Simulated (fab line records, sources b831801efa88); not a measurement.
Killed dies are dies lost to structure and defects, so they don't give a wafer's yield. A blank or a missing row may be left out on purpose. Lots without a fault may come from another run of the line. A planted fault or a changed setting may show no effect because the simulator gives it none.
Which tool did it? | flow gf180mcu | 13 lots, 39 wafers sampled, at 5 steps of a route of 602

WHAT THE GAUGES READ, wafer by wafer
GF_V4_THK_MEAS_01.
lot  | measured     | on            | V4_CVD_00_THK (nm)
L966 | day 23 12:14 | film_metro-04 | 593 584 609
L968 | day 24 04:28 | film_metro-01 | 601 611 604
L970 | day 25 07:31 | film_metro-04 | 603 603 598
L971 | day 25 09:16 | film_metro-01 | 608 595 599
L974 | day 26 08:37 | film_metro-02 | 607 606 599
L975 | day 26 10:48 | film_metro-01 | 603 608 596
L976 | day 27 02:29 | film_metro-04 | 607 603 603
L978 | day 27 17:19 | film_metro-04 | 599 595 606
L982 | day 29 00:04 | film_metro-04 | 611 598 503
L984 | day 29 09:52 | film_metro-02 | 603 505 603
L986 | day 29 23:39 | film_metro-04 | 599 609 599
L988 | day 30 12:03 | film_metro-01 | 608 611 605
L989 | day 30 18:50 | film_metro-01 | 601 602 603

GF_V4_THK_MEAS_03.
lot  | measured     | on            | V4_CVD_02_THK (nm)
L966 | day 23 12:22 | film_metro-01 | 832 845 837
L968 | day 24 04:36 | film_metro-04 | 848 840 872
L970 | day 25 07:39 | film_metro-01 | 862 849 866
L971 | day 25 09:23 | film_metro-04 | 835 841 855
L974 | day 26 08:44 | film_metro-01 | 851 872 864
L975 | day 26 10:56 | film_metro-02 | 823 850 865
L976 | day 27 02:37 | film_metro-01 | 829 852 851
L978 | day 27 17:29 | film_metro-01 | 852 845 848
L982 | day 29 00:11 | film_metro-04 | 827 855 853
L984 | day 29 09:59 | film_metro-01 | 837 854 850
L986 | day 29 23:47 | film_metro-02 | 847 852 875
L988 | day 30 12:11 | film_metro-04 | 834 847 854
L989 | day 30 18:58 | film_metro-01 | 842 849 852

GF_V4_CD_MEAS_14: target cd 260 nm.
lot  | measured     | on        | cd_nm (nm)
L966 | day 24 10:59 | cd_sem-01 | 262.9 261.1 261.8
L968 | day 25 03:24 | cd_sem-01 | 259.5 260.0 259.2
L970 | day 26 05:07 | cd_sem-02 | 260.1 261.9 260.5
L971 | day 26 07:15 | cd_sem-02 | 260.5 260.9 260.6
L974 | day 27 05:26 | cd_sem-01 | 259.5 260.8 260.1
L975 | day 27 07:42 | cd_sem-02 | 261.5 261.9 262.3
L976 | day 27 23:38 | cd_sem-01 | 258.4 257.3 258.5
L978 | day 28 13:55 | cd_sem-02 | 258.5 259.5 259.6
L982 | day 29 20:13 | cd_sem-02 | 260.0 260.5 258.9
L984 | day 30 05:34 | cd_sem-02 | 261.0 260.4 261.3
L986 | day 30 18:43 | cd_sem-02 | 258.6 259.7 259.0
L988 | day 31 06:32 | cd_sem-01 | 257.3 256.9 256.3
L989 | day 31 13:04 | cd_sem-02 | 259.8 260.0 259.8

WHICH TOOL RAN EACH LOT (tool, then ch and the chambers of the sampled wafers, then the start)
lot  | GF_M3_SPUTTER_00             | GF_V4_CVD_00
L966 | pvd_sputter-01, day 20 08:43 | hdpcvd-02 ch 0,1,2, day 23 12:08
L968 | pvd_sputter-01, day 21 02:17 | hdpcvd-01 ch 1,2, day 24 04:21
L970 | pvd_sputter-01, day 22 07:55 | hdpcvd-02 ch 0,1,2, day 25 07:28
L971 | pvd_sputter-01, day 22 10:07 | hdpcvd-02 ch 0,2, day 25 09:11
L974 | pvd_sputter-01, day 23 10:52 | hdpcvd-02 ch 0,2, day 26 08:31
L975 | pvd_sputter-01, day 23 13:55 | hdpcvd-02 ch 1,2, day 26 10:44
L976 | pvd_sputter-01, day 24 05:50 | hdpcvd-01 ch 0,2, day 27 02:25
L978 | pvd_sputter-01, day 24 22:13 | hdpcvd-01 ch 0,1,2, day 27 17:14
L982 | pvd_sputter-03, day 26 07:49 | hdpcvd-01 ch 0,1,2, day 28 23:58
L984 | pvd_sputter-01, day 26 19:37 | hdpcvd-01 ch 0,1,2, day 29 09:46
L986 | pvd_sputter-03, day 27 08:44 | hdpcvd-02 ch 0,2, day 29 23:34
L988 | pvd_sputter-04, day 27 22:12 | hdpcvd-02 ch 0,1,2, day 30 11:59
L989 | pvd_sputter-04, day 28 06:43 | hdpcvd-02 ch 0,1, day 30 18:45
- GF_M3_SPUTTER_00: material Ti, target thk 37.5 nm, time 150 s.
- GF_V4_CVD_00: deposits SiO2, target thk 600 nm, time 100 s.

WHAT THE TOOLS THEMSELVES READ (means of the sampled wafers that have a number; where no wafer has one, the mark that the record gives instead)
GF_M3_SPUTTER_00.
lot  | tool           | throttle_valve_pct (%)
L966 | pvd_sputter-01 | 28.8
L968 | pvd_sputter-01 | 29.6
L970 | pvd_sputter-01 | 29.9
L971 | pvd_sputter-01 | 29.5
L974 | pvd_sputter-01 | 29.9
L975 | pvd_sputter-01 | 29.4
L976 | pvd_sputter-01 | 29.9
L978 | pvd_sputter-01 | 29.9
L982 | pvd_sputter-03 | 29.9
L984 | pvd_sputter-01 | 29.9
L986 | pvd_sputter-03 | 30.0
L988 | pvd_sputter-04 | 29.8
L989 | pvd_sputter-04 | 30.1

GF_V4_CVD_00.
lot  | tool      | sih4_flow_sccm (sccm)
L966 | hdpcvd-02 | 60.23
L968 | hdpcvd-01 | 59.99
L970 | hdpcvd-02 | 59.89
L971 | hdpcvd-02 | 60.02
L974 | hdpcvd-02 | 60.13
L975 | hdpcvd-02 | 60.00
L976 | hdpcvd-01 | 59.93
L978 | hdpcvd-01 | 59.82
L982 | hdpcvd-01 | 57.05
L984 | hdpcvd-01 | 57.17
L986 | hdpcvd-02 | 59.96
L988 | hdpcvd-02 | 60.06
L989 | hdpcvd-02 | 59.93

THE ANSWER, worked out from the rows above alone
Rule: what is usual is taken from the lots themselves. Put in order of their means at a reading, lots are off if they are a third of the lots or fewer, leave a main group of 4 or more, and stand apart from it by a gap of 3 or more times the standard deviation of the main group's means; of several such gaps the widest counts. A main group whose means are all the same, to the digits that the tables above print for the reading, isn't used. A lot without any number at a reading at which 4 lots or more have one is off too. The other lots that the step has rows for count as sound. The gauges are gone through in route order, then the tools' own readings, and for those a lot's mean is taken as printed above. The first step at which some lot is off is used, and at that step the reading that is off furthest; a lot without a number counts as furthest.
Off: L982, L984, at GF_V4_THK_MEAS_01 (V4_CVD_00_THK). The main group: mean 602 nm, standard deviation 3.1.
A tool fits if, at a process step before that reading, it ran every lot that is off, and no sound lot after the first of them. The gauges at GF_V4_THK_MEAS_01 aren't tried: what is off there is off at GF_V4_CVD_00 too, on other tools, and a gauge's error can't cause that. One fits: hdpcvd-01 at GF_V4_CVD_00. Its last sound lot is L978 (day 27 17:14), its first lot that is off L982 (day 28 23:58): a fault that began between those two fits.
The tool's own readings at GF_V4_CVD_00 bear it out: on the lots that are off they differ by more than 5 times the standard deviation of the sound lots' means. sih4_flow_sccm reads 57.11 sccm there against 60.00 sccm on the sound lots.

WHAT THE SIMULATOR HAD PUT IN
Process parameter drift: hdpcvd-01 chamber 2, from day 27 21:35 on, at GF_V4_CVD_00. Setting sih4_flow_sccm, moved by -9, from 60. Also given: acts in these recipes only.
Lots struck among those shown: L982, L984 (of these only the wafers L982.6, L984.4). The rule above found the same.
